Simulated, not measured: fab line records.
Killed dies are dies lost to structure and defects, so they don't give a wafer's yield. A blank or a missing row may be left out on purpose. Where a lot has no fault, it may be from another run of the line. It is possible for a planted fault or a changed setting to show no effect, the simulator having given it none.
Which tool was responsible? + flow sfq-line + Sampling: 15 lots, 45 wafers, 4 of 325 route steps

WHAT EACH GAUGE READ, for each wafer
Not one reading of a measure or inspect step in the record can be checked against a usual standard deviation.

WHAT TOOL EACH LOT RAN ON (gives the tool, then ch and the chambers of the sampled wafers, and finally the start)
| lot  | SFQ_TRILAYER_I5_BARC_OPEN_VIA_ETCH_200 | SFQ_TRILAYER_I6_CMP_CMP_166   | SFQ_TRILAYER_I6_VIA_LITHO_PEB_172 | SFQ_TRILAYER_M7_BARC_OPEN_METAL_ETCH_229 |
|------|----------------------------------------|-------------------------------|-----------------------------------|------------------------------------------|
| L371 | rie-diel-04 ch 1,2,3, day 70 15:14     | cmp-02 ch 0,1,3, day 75 16:56 | litho-track-01 ch 0, day 75 23:12 | rie-metal-01 ch 0,1, day 80 14:53        |
| L374 | rie-diel-03 ch 0,3, day 71 21:01       | cmp-02 ch 1,3, day 77 07:35   | litho-track-03 ch 0, day 77 14:24 | rie-metal-02 ch 0,1, day 82 00:37        |
| L376 | rie-diel-03 ch 1,2,3, day 73 18:03     | cmp-01 ch 0,1,2, day 78 20:35 | litho-track-01 ch 0, day 79 03:21 | rie-metal-03 ch 1, day 82 06:35          |
| L377 | rie-diel-04 ch 1,2,3, day 74 06:10     | cmp-02 ch 0,1, day 80 11:37   | litho-track-03, day 85 06:17      | rie-metal-03 ch 0,1, day 85 10:19        |
| L378 | rie-diel-01 ch 0,2, day 74 14:34       | cmp-01 ch 0,3, day 80 13:31   | litho-track-01, day 85 08:41      | rie-metal-03 ch 0,1, day 88 19:57        |
| L379 | rie-diel-03 ch 0,1,3, day 74 16:58     | cmp-01 ch 1,2,3, day 80 20:43 | litho-track-03, day 85 19:46      | rie-metal-01 ch 0,1, day 89 06:17        |
| L383 | rie-diel-04 ch 0,1,2, day 75 06:10     | cmp-01 ch 1,2, day 84 17:36   | litho-track-03 ch 0, day 88 07:37 | rie-metal-02 ch 0,1, day 91 17:24        |
| L384 | rie-diel-03 ch 0,3, day 75 14:42       | cmp-01 ch 0,3, day 85 00:38   | litho-track-02 ch 0, day 88 16:01 | rie-metal-03 ch 1, day 91 23:24          |
| L385 | rie-diel-01 ch 0,1, day 76 00:33       | cmp-01 ch 0,2,3, day 85 15:59 | litho-track-01 ch 0, day 89 04:44 | rie-metal-01 ch 0,1, day 92 09:00        |
| L389 | rie-diel-03 ch 1,2, day 77 05:06       | cmp-01 ch 0,3, day 86 11:23   | litho-track-02 ch 0, day 89 21:38 | rie-metal-02 ch 0,1, day 93 03:01        |
| L390 | rie-diel-04 ch 0,1,3, day 77 06:18     | cmp-02 ch 2,3, day 86 13:42   | litho-track-03 ch 0, day 90 00:19 | rie-metal-02 ch 0,1, day 93 05:25        |
| L391 | rie-diel-01 ch 0,2, day 77 07:30       | cmp-01 ch 0,1,2, day 86 15:23 | litho-track-02 ch 0, day 90 01:31 | rie-metal-03 ch 0,1, day 93 07:49        |
| L392 | rie-diel-03 ch 0,2,3, day 78 06:58     | cmp-02 ch 0,1,3, day 87 10:23 | litho-track-01 ch 0, day 90 09:53 | rie-metal-02 ch 0,1, day 94 00:27        |
| L393 | rie-diel-01 ch 0,1,3, day 78 08:10     | cmp-01 ch 1,2, day 87 12:05   | litho-track-02 ch 0, day 90 13:28 | rie-metal-03 ch 0,1, day 94 05:15        |
| L394 | rie-diel-03 ch 0,1,2, day 78 13:10     | cmp-02 ch 2,3, day 87 13:23   | litho-track-01 ch 0, day 90 18:16 | rie-metal-02 ch 0,1, day 94 12:27        |
- SFQ_TRILAYER_I5_BARC_OPEN_VIA_ETCH_200: etches BARC in O2, target depth 125 nm, time 41.7 s.
- SFQ_TRILAYER_I6_CMP_CMP_166: polishes SiO2.
- SFQ_TRILAYER_I6_VIA_LITHO_PEB_172: peb time 60 s.
- SFQ_TRILAYER_M7_BARC_OPEN_METAL_ETCH_229: etches BARC in O2, target depth 125 nm, time 41.7 s.

WHAT THE TOOLS THEMSELVES READ (means of the sampled wafers that have a number; where no wafer has one, the mark that the record gives instead)
SFQ_TRILAYER_I5_BARC_OPEN_VIA_ETCH_200. Usual: drypump-motor-current-A 5.7 A, standard deviation 0.43; oes-product-au 0.685 a.u., standard deviation 0.0051.
| lot  | tool        | drypump-motor-current-A (A) | oes-product-au (a.u.) | flag |
|------|-------------|-----------------------------|-----------------------|------|
| L371 | rie-diel-04 | 5.8                         | 0.685                 |      |
| L374 | rie-diel-03 | 5.2                         | 0.687                 |      |
| L376 | rie-diel-03 | 5.7                         | 0.686                 |      |
| L377 | rie-diel-04 | 5.8                         | 0.685                 |      |
| L378 | rie-diel-01 | 5.7                         | 0.681                 |      |
| L379 | rie-diel-03 | 5.7                         | 0.684                 |      |
| L383 | rie-diel-04 | 5.9                         | 0.684                 |      |
| L384 | rie-diel-03 | 5.3                         | 0.682                 |      |
| L385 | rie-diel-01 | 6.1                         | 0.683                 |      |
| L389 | rie-diel-03 | 5.8                         | 0.686                 |      |
| L390 | rie-diel-04 | 6.0                         | 0.682                 |      |
| L391 | rie-diel-01 | 5.7                         | 0.682                 |      |
| L392 | rie-diel-03 | 5.4                         | 0.686                 |      |
| L393 | rie-diel-01 | 5.7                         | 0.686                 |      |
| L394 | rie-diel-03 | 5.8                         | 0.687                 |      |

SFQ_TRILAYER_I6_CMP_CMP_166. Usual: motor-current-A 10.4 A, standard deviation 0.73; time-to-endpoint-s 212 s, standard deviation 7.4.
| lot  | tool   | motor-current-A (A) | time-to-endpoint-s (s) | flag |
|------|--------|---------------------|------------------------|------|
| L371 | cmp-02 | 10.9                | 218                    |      |
| L374 | cmp-02 | 11.2                | 223                    |      |
| L376 | cmp-01 | 10.0                | 210                    |      |
| L377 | cmp-02 | 10.7                | 220                    |      |
| L378 | cmp-01 | 10.4                | 209                    |      |
| L379 | cmp-01 | 10.3                | 203                    |      |
| L383 | cmp-01 | 9.8                 | 215                    |      |
| L384 | cmp-01 | 10.3                | 211                    |      |
| L385 | cmp-01 | 9.8                 | 209                    |      |
| L389 | cmp-01 | 10.3                | 212                    |      |
| L390 | cmp-02 | 10.8                | 218                    |      |
| L391 | cmp-01 | 10.0                | 218                    |      |
| L392 | cmp-02 | 10.9                | 205                    |      |
| L393 | cmp-01 | 10.5                | 207                    |      |
| L394 | cmp-02 | 10.2                | 205                    |      |

SFQ_TRILAYER_I6_VIA_LITHO_PEB_172. Usual: chill-plate-temp-C 22.99 C, standard deviation 0.12; exhaust-pa 44.9 Pa, standard deviation 0.77.
| lot  | tool           | chill-plate-temp-C (C) | exhaust-pa (Pa) | flag |
|------|----------------|------------------------|-----------------|------|
| L371 | litho-track-01 | 22.99                  | 45.8            |      |
| L374 | litho-track-03 | 22.95                  | 44.5            |      |
| L376 | litho-track-01 | 23.12                  | 44.6            |      |
| L377 | litho-track-03 | -                      | -               | OFF  |
| L378 | litho-track-01 | -                      | -               | OFF  |
| L379 | litho-track-03 | -                      | -               | OFF  |
| L383 | litho-track-03 | 23.05                  | 45.3            |      |
| L384 | litho-track-02 | 23.09                  | 44.8            |      |
| L385 | litho-track-01 | 22.93                  | 43.6            |      |
| L389 | litho-track-02 | 22.94                  | 44.5            |      |
| L390 | litho-track-03 | 23.08                  | 45.5            |      |
| L391 | litho-track-02 | 23.08                  | 44.5            |      |
| L392 | litho-track-01 | 22.72                  | 44.1            |      |
| L393 | litho-track-02 | 22.89                  | 45.5            |      |
| L394 | litho-track-01 | 23.00                  | 45.4            |      |

SFQ_TRILAYER_M7_BARC_OPEN_METAL_ETCH_229. Usual: drypump-motor-current-A 5.7 A, standard deviation 0.41; oes-product-au 0.685 a.u., standard deviation 0.0046.
| lot  | tool         | drypump-motor-current-A (A) | oes-product-au (a.u.) | flag |
|------|--------------|-----------------------------|-----------------------|------|
| L371 | rie-metal-01 | 5.5                         | 0.687                 |      |
| L374 | rie-metal-02 | 6.1                         | 0.682                 |      |
| L376 | rie-metal-03 | 5.3                         | 0.683                 |      |
| L377 | rie-metal-03 | 5.8                         | 0.687                 |      |
| L378 | rie-metal-03 | 5.7                         | 0.687                 |      |
| L379 | rie-metal-01 | 5.7                         | 0.681                 |      |
| L383 | rie-metal-02 | 5.8                         | 0.684                 |      |
| L384 | rie-metal-03 | 5.3                         | 0.684                 |      |
| L385 | rie-metal-01 | 5.6                         | 0.683                 |      |
| L389 | rie-metal-02 | 6.1                         | 0.687                 |      |
| L390 | rie-metal-02 | 5.9                         | 0.686                 |      |
| L391 | rie-metal-03 | 5.8                         | 0.681                 |      |
| L392 | rie-metal-02 | 6.1                         | 0.686                 |      |
| L393 | rie-metal-03 | 5.8                         | 0.683                 |      |
| L394 | rie-metal-02 | 6.1                         | 0.681                 |      |

THE ANSWER, worked out from the rows above alone
Rule: lot off if the mean of its wafers having a number is beyond 3 standard deviations from the usual mean. Also off: a lot with no number at a reading for which 4 or more lots have one. Any other lot the step has rows for is counted as sound. After the gauges, taken in route order, come the tools' own readings; for these a lot's mean is taken, as printed above. At the first step where some lot is off, the reading lying furthest off is the one used; lots without a number count as furthest.
Off, at SFQ_TRILAYER_I6_VIA_LITHO_PEB_172 on chill-plate-temp-C: L377, L378, L379. Without a number there: L377, L378, L379.
If a tool, at that step or one of the process steps before it, ran each lot that is off and ran no sound lot following the first of them, it fits. Of those tried, none fits.

WHAT WAS PUT IN BY THE SIMULATOR
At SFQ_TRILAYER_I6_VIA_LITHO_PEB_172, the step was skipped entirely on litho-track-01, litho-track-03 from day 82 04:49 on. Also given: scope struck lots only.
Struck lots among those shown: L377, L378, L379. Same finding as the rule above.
